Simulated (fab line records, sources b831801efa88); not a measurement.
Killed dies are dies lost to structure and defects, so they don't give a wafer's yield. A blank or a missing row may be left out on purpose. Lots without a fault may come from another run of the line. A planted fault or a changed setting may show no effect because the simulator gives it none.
Which tool did it? | flow gf180mcu | 13 lots, 39 wafers sampled, at 4 steps of a route of 602

WHAT THE GAUGES READ, wafer by wafer
GF_V5_THK_MEAS_01. Usual: V5_CVD_00_THK 299 nm, standard deviation 3.5.
lot  | measured     | on            | V5_CVD_00_THK (nm) | flag
L861 | day 26 00:33 | film_metro-04 | 298 298 304        |
L862 | day 26 10:13 | film_metro-04 | 291 296 299        |
L863 | day 27 01:07 | film_metro-01 | 300 300 299        |
L864 | day 27 11:50 | film_metro-02 | 295 298 302        |
L865 | day 27 20:25 | film_metro-02 | 297 295 295        |
L866 | day 28 03:03 | film_metro-04 | 293 295 295        |
L876 | day 30 20:30 | film_metro-01 | 305 295 295        |
L878 | day 31 11:21 | film_metro-01 | 299 304 298        |
L879 | day 31 18:16 | film_metro-04 | 294 298 295        |
L880 | day 31 22:33 | film_metro-04 | 299 297 298        |
L881 | day 32 05:14 | film_metro-01 | 296 299 297        |
L882 | day 32 11:12 | film_metro-04 | 301 299 300        |
L884 | day 32 18:09 | film_metro-04 | 301 303 300        |

GF_V5_RS_MEAS_24: measures by four-point-probe. Usual: V5_W_RS 0.330 ohm/sq, standard deviation 0.0042.
lot  | measured     | on            | V5_W_RS (ohm/sq)  | flag
L861 | day 26 23:02 | film_metro-01 | 0.334 0.336 0.332 |
L862 | day 27 07:44 | film_metro-02 | 0.326 0.331 0.325 |
L863 | day 27 23:08 | film_metro-04 | 0.324 0.323 0.326 |
L864 | day 28 08:43 | film_metro-04 | 0.320 0.323 0.321 |
L865 | day 28 17:46 | film_metro-04 | 0.329 0.327 0.327 |
L866 | day 29 00:19 | film_metro-04 | 0.327 0.327 0.327 |
L876 | day 31 15:37 | film_metro-02 | 0.330 0.330 0.333 |
L878 | day 32 05:16 | film_metro-04 | 0.324 0.330 0.323 |
L879 | day 32 13:44 | film_metro-02 | 0.333 0.328 0.331 |
L880 | day 32 16:46 | film_metro-02 | 0.337 0.335 0.341 |
L881 | day 32 23:39 | film_metro-02 | 0.330 0.336 0.332 |
L882 | day 33 04:06 | film_metro-01 | 0.332 0.335 0.335 |
L884 | day 33 12:04 | film_metro-04 | 0.329 0.331 0.330 |

WHICH TOOL RAN EACH LOT (tool, then ch and the chambers of the sampled wafers, then the start)
lot  | GF_MIM_SPUTTER_03            | GF_MIM_SPUTTER_09
L861 | pvd_sputter-01, day 24 03:52 | pvd_sputter-01, day 24 04:05
L862 | pvd_sputter-04, day 24 14:12 | pvd_sputter-01, day 24 14:25
L863 | pvd_sputter-01, day 25 06:25 | pvd_sputter-04, day 25 06:38
L864 | pvd_sputter-01, day 25 18:01 | pvd_sputter-01, day 25 18:14
L865 | pvd_sputter-01, day 26 01:16 | pvd_sputter-04, day 26 01:29
L866 | pvd_sputter-01, day 26 09:01 | pvd_sputter-04, day 26 09:15
L876 | pvd_sputter-01, day 29 06:41 | pvd_sputter-04, day 29 06:55
L878 | pvd_sputter-01, day 29 21:48 | pvd_sputter-04, day 29 22:01
L879 | pvd_sputter-04, day 30 06:01 | pvd_sputter-01, day 30 06:14
L880 | pvd_sputter-01, day 30 10:05 | pvd_sputter-04, day 30 10:19
L881 | pvd_sputter-04, day 30 18:02 | pvd_sputter-03, day 30 18:16
L882 | pvd_sputter-04, day 31 00:18 | pvd_sputter-03, day 31 00:31
L884 | pvd_sputter-03, day 31 06:19 | pvd_sputter-04, day 31 06:32
- GF_MIM_SPUTTER_03: material Ti, target thk 10 nm, time 6.7 s.
- GF_MIM_SPUTTER_09: material TiN, target thk 35 nm, time 29.2 s.

WHAT THE TOOLS THEMSELVES READ (means of the sampled wafers that have a number; where no wafer has one, the mark that the record gives instead)
GF_MIM_SPUTTER_03. Usual: cathode_dc_power_W 2999.9 W, standard deviation 0.56; chamber_pressure_pa 0.3001 Pa, standard deviation 0.0006; throttle_valve_pct 29.2 %, standard deviation 0.93.
lot  | tool           | cathode_dc_power_W (W) | chamber_pressure_pa (Pa) | throttle_valve_pct (%) | flag
L861 | pvd_sputter-01 | 3000.3                 | 0.3002                   | 28.5                   |
L862 | pvd_sputter-04 | 3000.2                 | 0.2997                   | 29.4                   |
L863 | pvd_sputter-01 | 3000.2                 | 0.2995                   | 29.2                   |
L864 | pvd_sputter-01 | 2999.5                 | 0.2999                   | 27.7                   |
L865 | pvd_sputter-01 | 2999.9                 | 0.2815                   | 29.8                   | OFF
L866 | pvd_sputter-01 | 3000.3                 | 0.2816                   | 30.1                   | OFF
L876 | pvd_sputter-01 | 2999.6                 | 0.2995                   | 28.7                   |
L878 | pvd_sputter-01 | 2999.7                 | 0.3006                   | 29.4                   |
L879 | pvd_sputter-04 | 2999.8                 | 0.2999                   | 29.8                   |
L880 | pvd_sputter-01 | 3000.0                 | 0.2994                   | 28.7                   |
L881 | pvd_sputter-04 | 2999.9                 | 0.3004                   | 28.9                   |
L882 | pvd_sputter-04 | 3000.1                 | 0.3011                   | 29.6                   |
L884 | pvd_sputter-03 | 3000.1                 | 0.3004                   | 29.7                   |

GF_MIM_SPUTTER_09. Usual: cathode_dc_power_W 6499.9 W, standard deviation 1.1; chamber_pressure_pa 0.4001 Pa, standard deviation 0.00084; throttle_valve_pct 29.3 %, standard deviation 0.81.
lot  | tool           | cathode_dc_power_W (W) | chamber_pressure_pa (Pa) | throttle_valve_pct (%) | flag
L861 | pvd_sputter-01 | 6499.4                 | 0.3997                   | 28.9                   |
L862 | pvd_sputter-01 | 6500.1                 | 0.4011                   | 29.5                   |
L863 | pvd_sputter-04 | 6499.6                 | 0.3993                   | 29.6                   |
L864 | pvd_sputter-01 | 6499.9                 | 0.4004                   | 28.9                   |
L865 | pvd_sputter-04 | 6501.1                 | 0.4001                   | 29.3                   |
L866 | pvd_sputter-04 | 6500.4                 | 0.4002                   | 29.6                   |
L876 | pvd_sputter-04 | 6501.1                 | 0.3998                   | 29.7                   |
L878 | pvd_sputter-04 | 6499.8                 | 0.4007                   | 29.4                   |
L879 | pvd_sputter-01 | 6499.9                 | 0.4006                   | 28.7                   |
L880 | pvd_sputter-04 | 6500.2                 | 0.4007                   | 29.6                   |
L881 | pvd_sputter-03 | 6498.7                 | 0.4006                   | 29.5                   |
L882 | pvd_sputter-03 | 6499.8                 | 0.4010                   | 28.9                   |
L884 | pvd_sputter-04 | 6499.5                 | 0.4002                   | 29.2                   |

THE ANSWER, worked out from the rows above alone
Rule: a lot is off if the mean of its wafers that have a number lies more than 3 standard deviations from the usual mean. A lot without any number at a reading at which 4 lots or more have one is off too. The other lots that the step has rows for count as sound. The gauges are gone through in route order, then the tools' own readings, and for those a lot's mean is taken as printed above. The first step at which some lot is off is used, and at that step the reading that is off furthest; a lot without a number counts as furthest.
Off: L865, L866, at GF_MIM_SPUTTER_03 (chamber_pressure_pa).
A tool fits if, at that step or a process step before it, it ran every lot that is off, and no sound lot after the first of them. None of those tried fits.

WHAT THE SIMULATOR HAD PUT IN
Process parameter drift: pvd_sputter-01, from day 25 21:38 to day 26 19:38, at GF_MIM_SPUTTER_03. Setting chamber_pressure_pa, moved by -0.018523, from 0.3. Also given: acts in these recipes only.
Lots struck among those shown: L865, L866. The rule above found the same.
